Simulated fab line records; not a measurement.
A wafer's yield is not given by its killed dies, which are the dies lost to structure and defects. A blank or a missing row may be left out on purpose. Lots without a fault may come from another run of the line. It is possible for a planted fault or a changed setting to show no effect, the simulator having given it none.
Matching of chambers ; flow sky130 ; 4 sister chambers for SKY_METAL3_ETCH_17 on rieDiel-02
The step etches SiO2 in C4F8/O2/Ar, stops on TiN, time 3.9 s, target depth 15 nm. 20 wafers are shown with their chamber, then 10 later ones without.

== WAFERS, EACH WITH ITS CHAMBER ==
wafer;chamber;oesProductAu (a.u.)
L076.3;1;0.752
L076.5;1;0.754
L076.6;0;0.761
L078.2;2;0.756
L078.3;1;0.746
L078.5;3;0.752
L085.2;2;0.755
L085.3;0;0.754
L085.4;0;0.751
L086.2;0;0.751
L086.4;0;0.747
L086.5;1;0.755
L087.1;1;0.747
L087.3;3;0.752
L087.5;3;0.771
L089.1;2;0.746
L089.2;0;0.748
L089.4;3;0.752
L092.3;2;0.745
L092.4;1;0.756

SIGNATURES (means of the wafers above)
reading;chamber 0;chamber 1;chamber 2;chamber 3;scatter within a chamber
oesProductAu;0.75200;0.75167;0.75050;0.75675;0.00607
Rule: for a wafer and a chamber, the distance is found by dividing, reading by reading, the gap between the wafer's reading and the chamber's mean by the reading's scatter, squaring, summing and taking the root. The wafer belongs to the nearest chamber; if the next one is less than 2 further off, it can't be placed. How the scatter is found: for the shown wafers, subtract from each reading the mean of its chamber, square and add these, divide the total by (wafers less chambers), then take the root.

== WAFERS WITHOUT THEIR CHAMBER ==
wafer;oesProductAu (a.u.)
L092.5;0.751
L093.1;0.753
L093.2;0.752
L093.5;0.768
L094.1;0.761
L094.5;0.759
L094.6;0.760
L097.2;0.756
L097.4;0.771
L097.6;0.752

== EACH ONE'S CHAMBER ==
wafer;from the rows above;in truth
L092.5;can't be placed: 2 or 1 or 0 or 3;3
L093.1;can't be placed: 0 or 1 or 2 or 3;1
L093.2;can't be placed: 0 or 1 or 2 or 3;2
L093.5;can't be placed: 3 or 0 or 1 or 2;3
L094.1;can't be placed: 3 or 0 or 1 or 2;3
L094.5;can't be placed: 3 or 0 or 1 or 2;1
L094.6;can't be placed: 3 or 0 or 1 or 2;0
L097.2;can't be placed: 3 or 0 or 1 or 2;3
L097.4;can't be placed: 3 or 0 or 1 or 2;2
L097.6;can't be placed: 0 or 1 or 2 or 3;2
0 of 10 placed correctly. Can't be placed from these rows: 10 (the true chamber is among the candidates in 10). Placed wrongly: 0.
